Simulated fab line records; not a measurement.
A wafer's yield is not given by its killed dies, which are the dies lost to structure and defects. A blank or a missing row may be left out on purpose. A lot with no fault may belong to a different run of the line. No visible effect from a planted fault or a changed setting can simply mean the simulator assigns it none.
Which tool is to blame? -- flow sky130 -- 13 lots, 39 wafers sampled, at 2 steps of a route of 708

== WHAT EACH GAUGE READ, for each wafer ==
SKY_VIA2_CD_MEAS_12: the cd target is 200 nm. Usual: 200.3 nm for cdNm, sd 1.3.
lot,measured,on,cdNm (nm),flag
L950,day 36 07:07,cdSem-01,201.5 200.4 200.6,
L951,day 36 13:07,cdSem-02,202.3 201.1 202.0,
L952,day 36 16:26,cdSem-02,198.8 198.2 199.1,
L953,day 37 02:26,cdSem-01,199.8 199.1 199.7,
L954,day 37 16:38,cdSem-02,200.5 200.7 200.4,
L955,day 37 19:44,cdSem-01,202.2 200.2 201.4,
L956,day 38 10:55,cdSem-01,201.0 200.5 200.6,
L961,day 39 18:14,cdSem-02,199.2 200.2 201.0,
L965,day 41 00:39,cdSem-02,201.3 201.4 201.9,
L968,day 41 19:17,cdSem-02,196.9 199.4 198.6,
L971,day 42 14:25,cdSem-01,203.8 202.4 202.8,
L972,day 42 19:43,cdSem-01,199.2 200.3 200.5,
L973,day 43 02:05,cdSem-02,202.6 200.5 200.8,

== TOOL THAT RAN EACH LOT (tool first, then ch and the chambers of the sampled wafers, then the start) ==
lot,SKY_NWELL_SOFTBAKE_06
L950,"lithoTrack-04 ch 0, day 4 07:32"
L951,"lithoTrack-02 ch 0, day 4 10:38"
L952,"lithoTrack-03 ch 0, day 4 13:49"
L953,"lithoTrack-02 ch 0, day 4 20:44"
L954,"lithoTrack-03 ch 0, day 4 23:28"
L955,"lithoTrack-03 ch 0, day 5 08:44"
L956,"lithoTrack-02 ch 0, day 5 15:20"
L961,"lithoTrack-02 ch 0, day 6 18:44"
L965,"lithoTrack-02 ch 0, day 7 17:26"
L968,"lithoTrack-03 ch 0, day 8 12:24"
L971,"lithoTrack-04 ch 0, day 9 03:55"
L972,"lithoTrack-04 ch 0, day 9 11:26"
L973,"lithoTrack-03 ch 0, day 9 15:35"
- SKY_NWELL_SOFTBAKE_06

== WHAT THE TOOLS THEMSELVES READ (means of the sampled wafers that have a number; where no wafer has one, the mark that the record gives instead) ==
SKY_NWELL_SOFTBAKE_06. Usual: heaterPowerTotalW 65.32 W, standard deviation 0.14; plateTempC 109.99 C, standard deviation 0.15.
lot,tool,heaterPowerTotalW (W),plateTempC (C),flag
L950,lithoTrack-04,65.14,109.78,
L951,lithoTrack-02,65.34,109.88,
L952,lithoTrack-03,65.49,109.93,
L953,lithoTrack-02,65.35,110.08,
L954,lithoTrack-03,65.40,109.95,
L955,lithoTrack-03,65.24,110.13,
L956,lithoTrack-02,65.44,110.00,
L961,lithoTrack-02,64.48,109.06,OFF
L965,lithoTrack-02,64.42,108.89,OFF
L968,lithoTrack-03,65.28,110.13,
L971,lithoTrack-04,65.14,110.02,
L972,lithoTrack-04,65.25,110.16,
L973,lithoTrack-03,65.21,109.90,

== THE ANSWER, worked out from the rows above alone ==
Rule: lot off if the mean of its wafers having a number is beyond 3 standard deviations from the usual mean. A lot without any number at a reading at which 4 lots or more have one is off too. All remaining lots with rows at the step are treated as sound. The gauges are gone through in route order, then the tools' own readings, and for those a lot's mean is taken as printed above. The first step at which some lot is off is used, and at that step the reading that is off furthest; a lot without a number counts as furthest.
Off: L961, L965, at SKY_NWELL_SOFTBAKE_06 (plateTempC).
If a tool, at that step or one of the process steps before it, ran each lot that is off and ran no sound lot following the first of them, it fits. One fits: lithoTrack-02 at SKY_NWELL_SOFTBAKE_06. A fault onset in the window from L956 (day 5 15:20, its last sound lot) to L961 (day 6 18:44, its first lot off) fits.
The tool's own readings at SKY_NWELL_SOFTBAKE_06 bear it out: on the lots that are off they differ by more than 5 times the standard deviation of the sound lots' means. heaterPowerTotalW reads 64.45 W there against 65.30 W on the sound lots; plateTempC reads 108.97 C there against 110.00 C on the sound lots.

== WHAT THE SIMULATOR HAD PUT IN ==
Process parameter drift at SKY_NWELL_SOFTBAKE_06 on lithoTrack-02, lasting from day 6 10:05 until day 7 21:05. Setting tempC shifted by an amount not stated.
Struck lots among those shown: L961, L965. This agrees with what the rule above found.
